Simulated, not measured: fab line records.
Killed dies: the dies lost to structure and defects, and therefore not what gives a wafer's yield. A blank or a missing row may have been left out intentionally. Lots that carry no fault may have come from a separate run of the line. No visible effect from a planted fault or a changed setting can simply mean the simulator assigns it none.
2 desks looking at one fault :: flow sfq_line :: only its own numbers are on each desk; what lay behind them is given at the end

## DESK OF THE TOOL OWNER: pvd_sputter-04
The tool's own readings at SFQ_TRILAYER_M3_DEP_SPUTTER_073 (material Nb, target thk 200 nm, time 133.3 s): means of the sampled wafers that have a number, for each lot that ran on this tool. A lot is out of limits, marked OUT, if its mean lies more than 4 standard deviations from the usual mean; the brackets give that distance.
Columns: A = throttle_valve_pct at SFQ_TRILAYER_M3_DEP_SPUTTER_073, usual 29.2 %
lot: L862
first seen here: day 26 00:44
A: 27.9

lot: L869
first seen here: day 28 21:38
A: 29.5

lot: L878
first seen here: day 32 20:16
A: 29.5
Result from this desk: across the 3 lots, nothing is out of limits.

## FROM THE METROLOGY DESK
What the gauges read, lot by lot, whatever tool the lot ran on: means of the sampled wafers that have a number. A lot is out of limits, marked OUT, if its mean lies more than 4 standard deviations from the usual mean; the brackets give that distance.
Columns: A = I2_OVL at SFQ_I2_OVL_MEAS_918, usual 1 nm; B = M3_NB_RS at SFQ_M3_RS_MEAS_919, usual 0.888 ohm/sq; C = M3_OVL at SFQ_M3_OVL_MEAS_921, usual 0 nm; D = I3_BOW at SFQ_I3_BOW_MEAS_922, usual 1 um; E = I3_OVL at SFQ_I3_OVL_MEAS_923, usual -4 nm; F = M8_BOW at SFQ_M8_BOW_MEAS_951, usual 4 um
lot: L857
first seen here: day 23 08:02
A: 0
B: 0.895
C: -1
D: -7
E: 4
F: -7

lot: L862
first seen here: day 25 23:45
A: 2
B: 0.870
C: 3
D: 2
E: -2
F: 3

lot: L868
first seen here: day 28 09:51
A: 3
B: 0.898
C: 2
D: -7
E: -14
F: 14

lot: L869
first seen here: day 28 20:39
A: -10
B: 0.895
C: 9
D: -1
E: -14
F: 15

lot: L878
first seen here: day 32 19:16
A: 1
B: 0.900
C: -4
D: 1
E: -6
F: -5
Result from this desk: across the 5 lots, nothing is out of limits.

## PUT TOGETHER
The tool owner's desk saw nothing out of limits.
Metrology desk: nothing out of limits seen.

## WHAT THE SIMULATOR PUT IN
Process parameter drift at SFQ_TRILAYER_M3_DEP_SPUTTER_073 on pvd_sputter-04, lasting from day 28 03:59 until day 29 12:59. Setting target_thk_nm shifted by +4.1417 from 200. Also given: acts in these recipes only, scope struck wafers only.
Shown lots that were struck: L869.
